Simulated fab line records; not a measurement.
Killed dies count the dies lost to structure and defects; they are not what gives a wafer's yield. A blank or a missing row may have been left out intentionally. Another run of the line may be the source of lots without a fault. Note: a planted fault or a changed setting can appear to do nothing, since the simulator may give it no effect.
Chamber matching ; flow gf180mcu ; 3 sister chambers for GF_V3_CVD_02 on pecvd-01
The step deposits SiO2 from TEOS, target thk 850 nm, time 96.61 s. 16 wafers are shown with their chamber, then 8 later ones without.

== WAFERS PAIRED WITH THEIR CHAMBERS ==
wafer;chamber;heaterPowerW (W)
L074.2;2;597
L074.3;1;747
L074.5;0;627
L077.1;2;644
L077.2;0;588
L077.4;2;688
L080.3;2;649
L080.4;1;753
L080.6;2;700
L085.3;1;740
L085.5;2;648
L085.6;0;658
L090.1;0;661
L090.2;1;717
L090.3;2;569
L091.2;1;779

SIGNATURES (averages over the wafers above)
reading;chamber 0;chamber 1;chamber 2;scatter within a chamber
heaterPowerW;633.50;747.20;642.14;37.6
Rule: for each reading, subtract the chamber's mean from the wafer's reading, divide by that reading's scatter and square the result; add these up over the readings and take the root, which gives the wafer's distance from the chamber. If the next closest chamber is less than 2 further off than the closest, the wafer can't be placed; otherwise it belongs to the closest. The scatter: the root of (the sum of the squares of (reading less its chamber's mean) over the shown wafers, divided by (wafers less chambers)).

== WAFERS WITH NO CHAMBER GIVEN ==
wafer;heaterPowerW (W)
L091.3;592
L091.6;687
L095.1;654
L095.3;670
L095.4;770
L096.3;835
L096.4;863
L096.6;677

== THE CHAMBER EACH PASSED THROUGH ==
wafer;from the rows above;in truth
L091.3;can't be placed: 0 or 2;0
L091.6;can't be placed: 2 or 0 or 1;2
L095.1;can't be placed: 2 or 0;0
L095.3;can't be placed: 2 or 0 or 1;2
L095.4;1;1
L096.3;1;1
L096.4;1;1
L096.6;can't be placed: 2 or 0 or 1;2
Placed correctly: 3 of 8. Unplaceable from these rows: 5, with the true chamber sitting among the candidates in 5. 0 placed wrongly.
